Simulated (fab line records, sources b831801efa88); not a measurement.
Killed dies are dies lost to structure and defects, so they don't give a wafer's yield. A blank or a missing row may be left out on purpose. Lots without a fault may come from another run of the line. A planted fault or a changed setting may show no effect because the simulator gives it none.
A struck lot beside a sound one | flow sky130 | 18 steps out of a route of 708
Sound: wafers L603.1, L603.2, L603.4. Struck: wafers L605.1, L605.3, L605.5. The cause comes at the end.
At each step with rows: each side's tool, then ch and its chambers, then its first start. Under that, the readings that differ: sound wafers | struck wafers | difference of the means | sigmas: that difference in standard deviations of wafers without a fault.
alike: readings whose means differ by less than 2 such deviations, and words and numbers that are the same on both sides. not compared: withheld readings, readings that some wafer has no value for, bounds like >300 that may hide the same value, and numbers for which the record gives no deviation and whose values overlap.
The two part at a step that has a row with sigmas, a row that says differs or no value, or rows on one side only. Numbers that don't overlap but have no deviation are shown without sigmas and don't part them. A reading that every wafer of one side lacks parts them only if that side has two wafers or more.

first, 3 steps without rows for these wafers: SKY_SONOS_ONO_WET_ETCH_18 (etches Si3N4 in H3PO4, target depth 15 nm, time 172 s); SKY_GATE_OXIDE_CLEAN_00 (cleans in SC1/SC2, time 150 s); SKY_GATE_OXIDE_OXIDATION_01 (stabilise 600 s, purge 300 s, target thk 10.268 nm).
SKY_GATE_OXIDE_THK_MEAS_02:
  sound on film_metro-01, day 15 11:51; struck on film_metro-03, day 16 09:26
  alike: GATE_OXIDE_OXIDATION_00_THK
then, 7 steps without rows for these wafers: SKY_GATE_OXIDE_DEHYDRATE_03 (time 60 s); SKY_GATE_OXIDE_HMDS_04 (prime time 60 s); SKY_GATE_OXIDE_COAT_05 (resist thk 1140 nm); SKY_GATE_OXIDE_SOFTBAKE_06 (time 60 s); SKY_GATE_OXIDE_EXPOSE_07 (exposes mask LVOM, target cd 600 nm); SKY_GATE_OXIDE_PEB_08; SKY_GATE_OXIDE_DEVELOP_09 (develop time 60 s).
SKY_GATE_OXIDE_OVL_MEAS_10:
  sound on overlay-01, day 16 15:34; struck on overlay-01, day 17 12:07
  alike: GATE_OXIDE_OVL
SKY_GATE_OXIDE_IMPLANT_11:
  sound on implanter-01 ch 0, day 16 15:36; struck on implanter-04 ch 0, day 17 12:28
  alike: beam_on_s
then, 1 step without rows for these wafers: SKY_GATE_OXIDE_WET_ETCH_12 (etches SiO2 in dHF, target depth 16.8 nm, time 336 s).
SKY_GATE_OXIDE_STRIP_13: strips in O2/N2.
  sound on plasma_asher-01 ch 0,1, day 16 15:52; struck on plasma_asher-04 ch 0,1, day 17 13:17
  alike: drypump_motor_current_A, oes_product_au, strip_time_to_endpoint_s
  not compared: rf_hours_counter_h
SKY_GATE_OXIDE_TW_MEAS_14:
  sound on film_metro-03, day 16 15:58; struck on film_metro-04, day 17 13:24
  reading       | sound             | struck            | difference | sigmas
  GATE_OXIDE_TW | 226.0 226.1 224.6 | 276.0 276.5 276.0 | +50.6      | +30
then, 1 step without rows for these wafers: SKY_GATE_OXIDE_CLEAN_15 (cleans in SC1/SC2, time 150 s).
SKY_PAD_OPEN_PROBE_99:
  the record has rows for the sound wafers here (prober-01, day 47 19:24) and none for the struck ones

WHERE THEY PART
First at SKY_GATE_OXIDE_TW_MEAS_14; last, within this record, at SKY_PAD_OPEN_PROBE_99.

WHY: what the simulator had put in
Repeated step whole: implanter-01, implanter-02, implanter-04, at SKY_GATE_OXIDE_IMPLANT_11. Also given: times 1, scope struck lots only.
